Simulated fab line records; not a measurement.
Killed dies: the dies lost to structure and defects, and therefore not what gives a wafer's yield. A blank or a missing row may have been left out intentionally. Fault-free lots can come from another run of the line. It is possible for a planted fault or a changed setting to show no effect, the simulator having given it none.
8D (eight disciplines) problem report, filled in by code -- flow gf180mcu -- the parts of the form that need people (team, actions taken, sign-off) are left out

## 1. THE ISSUE
Wafers free of any fault read 1197 ohm/sq (standard deviation 3) for LVPWELL_RS at GF_VT_IMPLANT_RS_MEAS_48, against a mean of 1168 ohm/sq on 6 wafers of 2 lots. That puts it -9.6 standard deviations away from the usual mean.
The step: measures by four-point-probe.
Seen first at day 11 11:54 on filmMetro-04, wafer L547.4. The record has a number at this step for 33 wafers belonging to 11 lots. Rule for "out", or "out of limits": more than 4 standard deviations from the usual mean. The other wafers with a number count as sound.

## 2. WHAT IT IS AND WHAT IT IS NOT
question,is,is not
which readings at this step,LVPWELL_RS,-
which lots,"L547, L548","L534, L535, L537, L541, L543, L544, L552, L554, L556"
which wafers of those lots,all that have a number,-
read on which gauges,"filmMetro-01, filmMetro-04",filmMetro-03
when,from day 11 11:54,"up to then (18 sound wafers); but 9 sound wafers of L552, L554, L556 came after"

## 3. SUSPECTS, AND WHAT RULES EACH OUT
Counting: a tool at any process step up to the reading remains a suspect when it ran all the lots that are out and ran no sound lot after the first of those.
- ruled out: the gauge at GF_VT_IMPLANT_RS_MEAS_48. Those wafers that are out were read across 2 gauges (filmMetro-01, filmMetro-04).
- implanter-03 at GF_LVPWELL_IMPLANT_08: kept. It processed each lot that is out, first L547 at day 7 03:59, and no sound lot thereafter; up to then, the last sound lot it processed was L544 at day 6 11:19. Its own readings are out on those wafers: doseIonsCm2.
- plasmaAsher-04 at GF_MVSD_STRIP_10 (strips in O2/N2): ruled out as a lasting fault. Following L547 (day 7 20:17), the first lot on it that is out, the sound lots L552 were run on it.
The count leaves implanter-03 at GF_LVPWELL_IMPLANT_08.

## 4. THE CAUSE (what the simulator had put in)
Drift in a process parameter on implanter-03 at GF_LVPWELL_IMPLANT_08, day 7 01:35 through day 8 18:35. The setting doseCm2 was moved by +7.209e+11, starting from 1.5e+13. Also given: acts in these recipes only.
This tool alone remained once counting was done.

## 5. THE EFFECT CHAIN, in route order
One row per reading whose mean, taken over the struck wafers that have a number, lies over 3 standard deviations from the usual. Only readings whose record carries a usual standard deviation are examined. hours: median over the lots of the time between each lot's start at the first step of this table that gives one and its start at this step. sigmas: the change, counted in usual standard deviations.
hours,step,reading,usual,on struck wafers,change,sigmas
0,GF_LVPWELL_IMPLANT_08,doseIonsCm2,1.4999e+13,1.5720e+13,+7.2133e+11,+40
104,GF_VT_IMPLANT_RS_MEAS_48,LVPWELL_RS,1197 ohm/sq,1168,-29,-9.6
Process steps it contains:
- GF_LVPWELL_IMPLANT_08
Later steps that measure or inspect, where all struck wafers having a row at the step show a number for every such reading and not one has moved that far: GF_VT_IMPLANT_RS_MEAS_49.

## 6. HOW IT WOULD HAVE BEEN CAUGHT EARLIER
106 hours passed between the start of the fault at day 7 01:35 and the first reading out of limits at a measuring or inspecting step in this record, taken at day 11 11:54.
Tool's own readings at GF_LVPWELL_IMPLANT_08, doseIonsCm2: out on all struck wafers the step has rows for; an alarm limit on them would have tripped on the first.
The start of GF_LVPWELL_IMPLANT_08 on implanter-03 came by day 11 11:54 for every one of the lots that are out (2). A hold on the tool at that time would have spared none of them.
